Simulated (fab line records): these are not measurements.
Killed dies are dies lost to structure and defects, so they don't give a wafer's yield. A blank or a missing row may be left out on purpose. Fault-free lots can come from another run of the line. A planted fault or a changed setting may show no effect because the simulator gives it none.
Which of the tools did it?	flow gf180mcu	13 lots, 39 wafers sampled, at 6 steps of a route of 602

== WHAT THE GAUGES READ, wafer by wafer ==
GF_MVPSD_OVL_MEAS_07.
lot	measured	on	MVPSD_OVL (nm)
L433	day 5 09:25	overlay-01	-1.0 0.8 -0.1
L441	day 7 05:08	overlay-02	-0.9 0.5 -1.0
L444	day 7 21:46	overlay-01	0.3 -0.9 -0.4
L445	day 8 01:46	overlay-02	4.1 3.0 2.8
L446	day 8 14:29	overlay-02	2.4 1.2 2.4
L447	day 8 23:25	overlay-02	1.1 -0.5 -2.2
L448	day 9 00:00	overlay-01	-1.1 0.1 1.0
L449	day 9 15:26	overlay-01	0.5 0.3 1.8
L450	day 9 15:59	overlay-02	0.1 0.5 0.2
L453	day 10 07:43	overlay-01	-1.8 -0.6 -0.5
L452	day 10 08:22	overlay-01	-1.5 -1.4 -0.7
L454	day 10 13:10	overlay-02	0.9 2.0 0.9
L455	day 10 23:20	overlay-01	0.4 1.0 0.1

GF_VT_IMPLANT_OVL_MEAS_40.
lot	measured	on	VT_IMPLANT_03_OVL (nm)
L433	day 7 19:56	overlay-01	1.4 0.4 0.9
L441	day 9 22:59	overlay-01	- - -
L444	day 10 17:08	overlay-02	-0.9 -0.2 -2.3
L445	day 10 22:44	overlay-02	0.0 -1.0 -1.4
L446	day 11 12:34	overlay-02	1.8 2.1 2.4
L447	day 11 23:14	overlay-01	-0.4 -0.6 -0.1
L448	day 12 01:03	overlay-02	0.8 0.9 0.4
L449	day 12 16:35	overlay-02	-0.6 -0.7 -1.7
L450	day 12 17:30	overlay-01	-0.1 -0.3 -0.8
L453	day 13 11:11	overlay-02	0.9 0.1 0.1
L452	day 13 11:50	overlay-02	-0.7 -0.2 -0.6
L454	day 13 16:39	overlay-01	-2.3 -0.5 -0.6
L455	day 14 04:38	overlay-02	-1.3 -0.9 -1.0

GF_VT_IMPLANT_TW_MEAS_43.
lot	measured	on	VT_IMPLANT_4_TW
L433	day 7 20:13	film_metro-02	690 687 686
L441	day 9 23:16	film_metro-03	30 30 30
L444	day 10 17:25	film_metro-02	689 690 690
L445	day 10 23:01	film_metro-04	694 697 696
L446	day 11 12:52	film_metro-04	693 695 692
L447	day 11 23:31	film_metro-02	685 687 686
L448	day 12 01:20	film_metro-04	703 698 697
L449	day 12 16:52	film_metro-03	678 678 678
L450	day 12 17:48	film_metro-04	698 699 697
L453	day 13 11:28	film_metro-03	683 680 681
L452	day 13 12:07	film_metro-02	694 693 691
L454	day 13 16:56	film_metro-03	678 682 684
L455	day 14 04:56	film_metro-03	681 681 679

GF_DUAL_GATE_OVL_MEAS_11.
lot	measured	on	DUAL_GATE_OVL (nm)
L433	day 8 15:05	overlay-02	-1.6 -0.2 0.2
L444	day 11 14:56	overlay-02	-3.0 -2.7 -2.8
L445	day 11 19:31	overlay-01	-1.6 -1.7 -1.7
L446	day 12 11:05	overlay-02	0.9 0.6 0.3
L447	day 12 21:05	overlay-01	2.8 0.8 1.4
L448	day 12 23:25	overlay-02	1.1 2.3 0.8
L449	day 13 14:44	overlay-01	-0.5 -0.3 -2.2
L450	day 13 15:42	overlay-02	-0.2 1.3 0.3
L453	day 14 10:17	overlay-02	-0.5 0.3 -1.5
L452	day 14 11:31	overlay-02	-0.6 1.8 0.4
L454	day 14 15:57	overlay-01	-2.2 -2.2 -3.3
L455	day 15 05:08	overlay-02	-0.1 0.5 -0.6

== WHAT TOOL EACH LOT RAN ON (gives the tool, then ch and the chambers of the sampled wafers, and finally the start) ==
lot	GF_VT_IMPLANT_EXPOSE_37	GF_VT_IMPLANT_STRIP_42
L433	iline_stepper-02 ch 0, day 7 11:56	plasma_asher-04 ch 0,1, day 7 20:07
L441	iline_stepper-01 ch 0, day 9 14:47	plasma_asher-03 ch 0,1, day 9 23:10
L444	iline_stepper-01 ch 0, day 10 08:37	plasma_asher-02 ch 1, day 10 17:19
L445	iline_stepper-01 ch 0, day 10 13:38	plasma_asher-03 ch 0,1, day 10 22:55
L446	iline_stepper-01 ch 0, day 11 03:50	plasma_asher-02 ch 0, day 11 12:46
L447	iline_stepper-01 ch 0, day 11 14:32	plasma_asher-02 ch 0,1, day 11 23:25
L448	iline_stepper-01 ch 0, day 11 15:53	plasma_asher-04 ch 0,1, day 12 01:16
L449	iline_stepper-02 ch 0, day 12 06:31	plasma_asher-04 ch 0,1, day 12 16:46
L450	iline_stepper-01 ch 0, day 12 07:46	plasma_asher-02 ch 0,1, day 12 17:43
L453	iline_stepper-02 ch 0, day 13 01:20	plasma_asher-03 ch 0,1, day 13 11:22
L452	iline_stepper-02 ch 0, day 13 02:07	plasma_asher-04 ch 0,1, day 13 12:01
L454	iline_stepper-01 ch 0, day 13 07:12	plasma_asher-04 ch 0,1, day 13 16:51
L455	iline_stepper-01 ch 0, day 13 18:49	plasma_asher-04 ch 0,1, day 14 04:49
- GF_VT_IMPLANT_EXPOSE_37: exposes mask Nwell HV AREA, target cd 860 nm.
- GF_VT_IMPLANT_STRIP_42: strips in O2/N2.

== WHAT THE TOOLS THEMSELVES READ (means of the sampled wafers that have a number; where no wafer has one, the mark that the record gives instead) ==
GF_VT_IMPLANT_STRIP_42.
lot	tool	drypump_motor_current_A (A)	heater_power_w (W)	oes_product_au (a.u.)	strip_time_to_endpoint_s (s)
L433	plasma_asher-04	6.01	341	0.719	12.588
L441	plasma_asher-03	5.77	382	0.716	12.572
L444	plasma_asher-02	5.86	295	0.714	12.620
L445	plasma_asher-03	5.83	381	0.718	12.615
L446	plasma_asher-02	5.56	326	0.717	12.620
L447	plasma_asher-02	5.65	316	0.714	12.616
L448	plasma_asher-04	5.94	337	0.712	12.596
L449	plasma_asher-04	5.94	340	0.713	12.598
L450	plasma_asher-02	5.76	307	0.721	12.573
L453	plasma_asher-03	5.84	384	0.715	12.644
L452	plasma_asher-04	6.02	344	0.712	12.587
L454	plasma_asher-04	5.96	333	0.719	12.659
L455	plasma_asher-04	6.02	344	0.717	12.602

== THE ANSWER, worked out from the rows above alone ==
Rule: usual is defined by the lots themselves. The widest of any qualifying gaps counts: lots, ordered by their means at a reading, are off when they make up no more than a third of the lots, leave a main group of 4 or more, and stand apart from it by 3 or more times the standard deviation of that group's means. If all means in a main group match to the digits the tables above print for the reading, that group is not used. Also off: a lot with no number at a reading for which 4 or more lots have one. All remaining lots with rows at the step are treated as sound. The gauges are gone through in route order, then the tools' own readings, and for those a lot's mean is taken as printed above. The first step at which some lot is off is used, and at that step the reading that is off furthest; a lot without a number counts as furthest.
Off: L441, at GF_VT_IMPLANT_OVL_MEAS_40 (VT_IMPLANT_03_OVL). Without a number there: L441. The main group: mean -0.2 nm, standard deviation 0.97.
If a tool, at a process step before that reading, ran all the lots that are off and no sound lot after the first of them, it fits. Not tried: the gauges at GF_VT_IMPLANT_OVL_MEAS_40; whatever is off there is also off at GF_VT_IMPLANT_TW_MEAS_43, on other tools, and gauge error can't account for it. Not one of the candidates tried fits.

== WHAT HAD BEEN PUT IN BY THE SIMULATOR ==
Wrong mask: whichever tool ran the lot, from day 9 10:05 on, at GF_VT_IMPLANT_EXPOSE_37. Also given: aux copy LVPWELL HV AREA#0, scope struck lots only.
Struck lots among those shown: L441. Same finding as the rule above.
